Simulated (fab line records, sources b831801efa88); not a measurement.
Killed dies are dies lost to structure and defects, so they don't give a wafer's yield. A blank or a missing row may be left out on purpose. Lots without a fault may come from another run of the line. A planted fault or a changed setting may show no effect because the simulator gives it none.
Which tool did it? | flow sky130 | 12 lots, 36 wafers sampled, at 1 step of a route of 708

WHAT THE GAUGES READ, wafer by wafer
SKY_FIELD_ISO_CD_MEAS_13: target cd 150 nm.
lot  | measured    | on        | cd_nm (nm)
L075 | day 2 12:22 | cd_sem-02 | 149.2 149.0 152.1
L077 | day 2 20:11 | cd_sem-01 | 151.2 151.8 152.1
L079 | day 3 06:00 | cd_sem-02 | 148.8 149.0 148.8
L081 | day 3 16:02 | cd_sem-02 | 151.0 150.8 150.1
L083 | day 4 04:41 | cd_sem-02 | 148.9 151.7 150.4
L085 | day 4 14:10 | cd_sem-02 | 150.3 150.6 149.3
L087 | day 5 01:03 | cd_sem-02 | 152.7 152.7 153.1
L089 | day 5 09:44 | cd_sem-02 | 148.1 148.7 149.9
L091 | day 5 21:32 | cd_sem-01 | 150.1 148.5 150.1
L093 | day 6 06:51 | cd_sem-01 | 149.0 149.7 149.8
L095 | day 6 17:22 | cd_sem-02 | 147.6 148.6 149.3
L097 | day 7 04:09 | cd_sem-01 | 150.3 152.3 150.9

WHICH TOOL RAN EACH LOT (tool, then ch and the chambers of the sampled wafers, then the start)
The record holds no process step before these readings.

THE ANSWER, worked out from the rows above alone
Rule: what is usual is taken from the lots themselves. Put in order of their means at a reading, lots are off if they are a third of the lots or fewer, leave a main group of 4 or more, and stand apart from it by a gap of 3 or more times the standard deviation of the main group's means; of several such gaps the widest counts. A main group whose means are all the same, to the digits that the tables above print for the reading, isn't used. A lot without any number at a reading at which 4 lots or more have one is off too. The other lots that the step has rows for count as sound.
No lot is off at any reading shown: from this, nothing can be told.

WHAT THE SIMULATOR HAD PUT IN
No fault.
